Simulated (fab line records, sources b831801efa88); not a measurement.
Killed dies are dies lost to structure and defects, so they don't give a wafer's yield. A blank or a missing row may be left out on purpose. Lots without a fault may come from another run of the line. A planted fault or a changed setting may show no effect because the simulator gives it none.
Which tool did it? | flow gf180mcu | 10 lots, 30 wafers sampled, at 6 steps of a route of 602

WHAT THE GAUGES READ, wafer by wafer
GF_STI_BOW_MEAS_00. Usual: INCOMING_BOW 1 um, standard deviation 6.2.
lot  | measured    | on            | INCOMING_BOW (um) | flag
L672 | day 1 10:00 | film_metro-04 | -11 3 -2          |
L673 | day 1 15:00 | film_metro-03 | 1 -6 -6           |
L674 | day 1 20:00 | film_metro-04 | 7 9 -4            |
L675 | day 2 01:02 | film_metro-02 | -10 -2 -2         |
L676 | day 2 06:00 | film_metro-04 | -2 0 1            |
L677 | day 2 11:01 | film_metro-02 | 2 4 2             |
L684 | day 3 22:00 | film_metro-04 | -1 2 8            |
L685 | day 4 03:02 | film_metro-02 | -5 3 0            |
L690 | day 5 04:00 | film_metro-02 | 9 -8 11           |
L693 | day 5 19:00 | film_metro-04 | 6 1 7             |

GF_STI_THK_MEAS_04. Usual: STI_CVD_03_THK 207.4 nm, standard deviation 2.
lot  | measured    | on            | STI_CVD_03_THK (nm) | flag
L672 | day 1 14:33 | film_metro-03 | 207.2 205.8 205.6   |
L673 | day 1 20:28 | film_metro-02 | 211.9 211.1 211.1   |
L674 | day 1 23:34 | film_metro-02 | 207.6 207.7 207.3   |
L675 | day 2 05:17 | film_metro-02 | 211.6 209.8 210.5   |
L676 | day 2 10:33 | film_metro-04 | 204.9 205.5 206.1   |
L677 | day 2 15:55 | film_metro-02 | 208.9 208.1 209.2   |
L684 | day 4 02:38 | film_metro-03 | 163.7 163.1 164.6   | OFF
L685 | day 4 06:35 | film_metro-04 | 162.3 161.5 162.3   | OFF
L690 | day 5 10:29 | film_metro-03 | 209.6 208.8 210.2   |
L693 | day 6 00:31 | film_metro-04 | 208.7 206.0 207.9   |

GF_STI_THK_MEAS_24. Usual: STI_CVD_23_THK 654 nm, standard deviation 7.2.
lot  | measured    | on            | STI_CVD_23_THK (nm) | flag
L672 | day 2 05:03 | film_metro-04 | 658 663 657         |
L673 | day 2 10:07 | film_metro-03 | 653 662 662         |
L674 | day 2 15:09 | film_metro-04 | 653 649 649         |
L675 | day 2 19:35 | film_metro-02 | 650 644 652         |
L676 | day 3 01:07 | film_metro-04 | 643 653 651         |
L677 | day 3 07:14 | film_metro-03 | 655 663 653         |
L684 | day 4 17:56 | film_metro-04 | 668 651 665         |
L685 | day 4 22:15 | film_metro-02 | 644 651 644         |
L690 | day 6 04:20 | film_metro-02 | 653 646 655         |
L693 | day 6 18:59 | film_metro-02 | 655 644 649         |

GF_LVPWELL_OVL_MEAS_07. Usual: LVPWELL_OVL -0.5 nm, standard deviation 1.3.
lot  | measured    | on         | LVPWELL_OVL (nm) | flag
L672 | day 3 22:25 | overlay-02 | -1.3 0.7 1.0     |
L673 | day 4 02:44 | overlay-01 | 0.3 2.9 0.8      |
L674 | day 4 08:08 | overlay-02 | -0.1 0.8 0.5     |
L675 | day 4 13:19 | overlay-01 | -0.3 -1.7 -0.1   |
L676 | day 4 20:31 | overlay-02 | -0.4 -2.0 -2.3   |
L677 | day 5 02:29 | overlay-02 | -1.6 -1.0 -1.1   |
L684 | day 6 14:13 | overlay-02 | -2.1 -0.2 0.0    |
L685 | day 6 19:31 | overlay-01 | -2.4 -1.8 -2.4   |
L690 | day 8 05:16 | overlay-01 | 1.2 1.0 0.3      |
L693 | day 8 23:55 | overlay-01 | -0.8 -1.2 -1.0   |

WHICH TOOL RAN EACH LOT (tool, then ch and the chambers of the sampled wafers, then the start)
lot  | GF_STI_CVD_03              | GF_STI_ETCH_13
L672 | lpcvd-01 ch 1, day 1 11:34 | rie_diel-03 ch 1,2,3, day 2 02:17
L673 | lpcvd-02 ch 1, day 1 18:29 | rie_diel-03 ch 0,2,3, day 2 08:12
L674 | lpcvd-02 ch 0, day 1 21:34 | rie_diel-01 ch 0,1,3, day 2 11:42
L675 | lpcvd-02 ch 0, day 2 03:17 | rie_diel-01 ch 1,2,3, day 2 17:42
L676 | lpcvd-01 ch 1, day 2 07:34 | rie_diel-04 ch 0,1, day 2 23:14
L677 | lpcvd-02 ch 1, day 2 13:55 | rie_diel-04 ch 1,2, day 3 04:14
L684 | lpcvd-02 ch 0, day 4 00:40 | rie_diel-01 ch 0,1,2, day 4 15:54
L685 | lpcvd-02 ch 1, day 4 04:34 | rie_diel-04 ch 0,2,3, day 4 20:20
L690 | lpcvd-01 ch 0, day 5 07:30 | rie_diel-04 ch 1,3, day 6 00:44
L693 | lpcvd-01 ch 0, day 5 21:32 | rie_diel-04 ch 0,2,3, day 6 15:36
- GF_STI_CVD_03: deposits Si3N4 from DCS/NH3, target thk 207.16 nm, time 3551 s.
- GF_STI_ETCH_13: etches the open film in CHF3/O2, stops on Si, target depth 282.31 nm, time 112.9 s.

WHAT THE TOOLS THEMSELVES READ (means of the sampled wafers that have a number; where no wafer has one, the mark that the record gives instead)
GF_STI_CVD_03. Usual: spike_tc_lower_C 770.3 C, standard deviation 1.7; spike_tc_top_C 781.6 C, standard deviation 1.1.
lot  | tool     | spike_tc_lower_C (C) | spike_tc_top_C (C) | flag
L672 | lpcvd-01 | 769.4                | 780.9              |
L673 | lpcvd-02 | 771.8                | 781.6              |
L674 | lpcvd-02 | 768.5                | 781.5              |
L675 | lpcvd-02 | 768.9                | 781.7              |
L676 | lpcvd-01 | 769.4                | 781.1              |
L677 | lpcvd-02 | 772.4                | 781.2              |
L684 | lpcvd-02 | 769.1                | 781.3              |
L685 | lpcvd-02 | 772.9                | 781.2              |
L690 | lpcvd-01 | 770.5                | 782.9              |
L693 | lpcvd-01 | 769.9                | 783.1              |

GF_STI_ETCH_13. Usual: drypump_motor_current_A 5.8 A, standard deviation 0.55; oes_product_au 0.833 a.u., standard deviation 0.0065; throttle_valve_pct 8.811 %, standard deviation 0.0092.
lot  | tool        | drypump_motor_current_A (A) | oes_product_au (a.u.) | throttle_valve_pct (%) | flag
L672 | rie_diel-03 | 5.3                         | 0.831                 | 8.815                  |
L673 | rie_diel-03 | 5.6                         | 0.846                 | 8.815                  |
L674 | rie_diel-01 | 5.7                         | 0.830                 | 8.803                  |
L675 | rie_diel-01 | 6.0                         | 0.844                 | 8.812                  |
L676 | rie_diel-04 | 5.8                         | 0.829                 | 8.807                  |
L677 | rie_diel-04 | 6.2                         | 0.835                 | 8.811                  |
L684 | rie_diel-01 | 5.7                         | 0.733                 | 8.783                  | OFF
L685 | rie_diel-04 | 5.7                         | 0.734                 | 8.779                  | OFF
L690 | rie_diel-04 | 6.0                         | 0.841                 | 8.809                  |
L693 | rie_diel-04 | 5.7                         | 0.831                 | 8.811                  |

THE ANSWER, worked out from the rows above alone
Rule: a lot is off if the mean of its wafers that have a number lies more than 3 standard deviations from the usual mean. A lot without any number at a reading at which 4 lots or more have one is off too. The other lots that the step has rows for count as sound. The gauges are gone through in route order, then the tools' own readings, and for those a lot's mean is taken as printed above. The first step at which some lot is off is used, and at that step the reading that is off furthest; a lot without a number counts as furthest.
Off: L684, L685, at GF_STI_THK_MEAS_04 (STI_CVD_03_THK).
A tool fits if, at a process step before that reading, it ran every lot that is off, and no sound lot after the first of them. The gauges at GF_STI_THK_MEAS_04 aren't tried: what is off there is off at GF_STI_ETCH_13 too, on other tools, and a gauge's error can't cause that. One fits: lpcvd-02 at GF_STI_CVD_03. Its last sound lot is L677 (day 2 13:55), its first lot that is off L684 (day 4 00:40): a fault that began between those two fits.

WHAT THE SIMULATOR HAD PUT IN
Process parameter drift: lpcvd-02, from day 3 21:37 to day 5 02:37, at GF_STI_CVD_03. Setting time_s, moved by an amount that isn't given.
Lots struck among those shown: L684, L685. The rule above found the same.
